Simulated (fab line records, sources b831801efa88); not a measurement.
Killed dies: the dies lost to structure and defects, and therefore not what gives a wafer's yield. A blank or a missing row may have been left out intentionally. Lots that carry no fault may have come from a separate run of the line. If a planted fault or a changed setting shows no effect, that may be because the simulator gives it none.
One fault seen from 2 desks | flow sfq line | every desk sees just its own numbers, and what lay behind them comes last

== AT THE TOOL OWNER'S DESK: krf scanner-01 ==
The tool's own readings at SFQ_TRILAYER_I1_VIA_LITHO_EXPOSE_050 (exposes mask I1, target cd 500 nm): means of the sampled wafers that have a number, for each lot that ran on this tool. A lot is out of limits, marked OUT, if its mean lies more than 4 standard deviations from the usual mean; the brackets give that distance.
Columns: A = reticle temp C at SFQ_TRILAYER_I1_VIA_LITHO_EXPOSE_050, usual 23.00 C
lot  | first seen here | A
L142 | day 30 00:21    | 23.00
L143 | day 30 11:45    | 22.92
L144 | day 30 20:45    | 23.05
L145 | day 31 04:21    | 23.05
L146 | day 31 13:45    | 22.98
L147 | day 31 22:21    | 22.99
L153 | day 35 02:56    | 22.99
Finding of this desk: none of the 7 lots has anything out of limits.

== AT THE METROLOGY DESK ==
What the gauges read for every lot (on any tool): the sampled wafers with a number, averaged. A lot is out of limits, marked OUT, if its mean lies more than 4 standard deviations from the usual mean; the brackets give that distance.
Columns: A = M1_OVL at SFQ_M1_OVL_MEAS_911, usual 0 nm; B = I1_OVL at SFQ_I1_OVL_MEAS_913, usual -1 nm
lot  | first seen here | A  | B
L132 | day 18 15:32    | 5  | -3
L133 | day 18 21:39    | -4 | 0
L134 | day 19 04:51    | -0 | 2
L135 | day 19 15:39    | 5  | -2
L136 | day 21 07:25    | 6  | 5
L138 | day 21 18:14    | -1 | 4
L139 | day 22 03:49    | 2  | -1
L140 | day 22 17:02    | -1 | 1
L142 | day 23 05:04    | 5  | 0
L143 | day 23 15:17    | -4 | -3
L144 | day 24 03:52    | 2  | -3
L145 | day 24 12:17    | 2  | 166 (+30) OUT
L146 | day 24 21:52    | 4  | 167 (+30) OUT
L147 | day 25 05:17    | -7 | 167 (+30) OUT
L148 | day 31 19:51    | -4 | -17
L153 | day 34 11:32    | -4 | 168 (+30) OUT
This desk finds L145, L146, L147, L153 out of limits, with the earliest case on L145 at day 31 05:28 (I1_OVL at SFQ_I1_OVL_MEAS_913). L132, L133, L134, L135, L136, L138, L139, L140, L142, L143, L144, L148 stayed within limits.

== ALL TOGETHER ==
L145, L146, L147, L153 would have let the metrology desk raise an alarm at day 31 05:28.
Nothing out of limits was seen by the tool owner's desk.
On record at the tool owner's desk: L145, L146, L147, L153, within its limits.
All the named lots went through SFQ_TRILAYER_I1_VIA_LITHO_EXPOSE_050 on krf scanner-01.

== WHAT THE SIMULATOR HAD PUT IN ==
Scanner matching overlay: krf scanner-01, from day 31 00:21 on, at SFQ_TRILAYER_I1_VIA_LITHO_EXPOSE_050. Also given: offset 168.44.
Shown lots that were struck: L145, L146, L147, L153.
Hours from the fault's start to each desk's first reading out of limits: the metrology desk, 5.
